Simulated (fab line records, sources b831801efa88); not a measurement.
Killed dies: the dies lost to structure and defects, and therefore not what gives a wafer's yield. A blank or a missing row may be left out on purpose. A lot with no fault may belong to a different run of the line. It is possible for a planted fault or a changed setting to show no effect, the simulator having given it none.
Matching of chambers | flow gf180mcu | 3 sister chambers for GF_PASSIVATION_CVD_02 on pecvd-04
The step deposits Si3N4, target thk 700 nm, time 486.18 s. 6 wafers are shown with their chamber, then 12 later ones without.

== EACH WAFER AND ITS CHAMBER ==
wafer  | chamber | heater power w (W)
L935.5 | 1       | 801
L936.5 | 0       | 595
L936.6 | 1       | 793
L938.1 | 2       | 635
L938.2 | 0       | 578
L938.6 | 2       | 681

== WAFERS WITH NO CHAMBER GIVEN ==
wafer  | heater power w (W)
L939.1 | 658
L939.4 | 766
L939.5 | 692
L940.2 | 784
L940.3 | 638
L940.4 | 601
L941.2 | 771
L941.4 | 571
L941.5 | 724
L942.1 | 664
L942.2 | 712
L942.3 | 600

== THE CHAMBER EACH PASSED THROUGH ==
wafer  | from the rows above     | in truth
L939.1 | 2                       | 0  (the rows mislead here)
L939.4 | 1                       | 1
L939.5 | 2                       | 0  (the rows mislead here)
L940.2 | 1                       | 1
L940.3 | can't be placed: 2 or 0 | 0
L940.4 | 0                       | 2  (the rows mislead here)
L941.2 | 1                       | 1
L941.4 | 0                       | 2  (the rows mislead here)
L941.5 | can't be placed: 2 or 1 | 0
L942.1 | 2                       | 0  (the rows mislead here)
L942.2 | can't be placed: 2 or 1 | 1
L942.3 | 0                       | 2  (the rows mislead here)
Correct placement for 3 of the 12. These rows do not allow placing 3 (true chamber among the candidates in 2). Placed wrongly: 6.
How it was worked out, from the rows above alone: a wafer's distance from a chamber is the root of the sum, over the readings, of the square of ((its reading less the chamber's mean) divided by the reading's scatter). The wafer belongs to the nearest chamber; if the next one is less than 2 further off, it can't be placed. Each chamber's mean is taken over the wafers shown for it. The scatter: take each reading less its chamber's mean, square it, sum over the shown wafers, divide by the number of wafers less the number of chambers, and take the root.
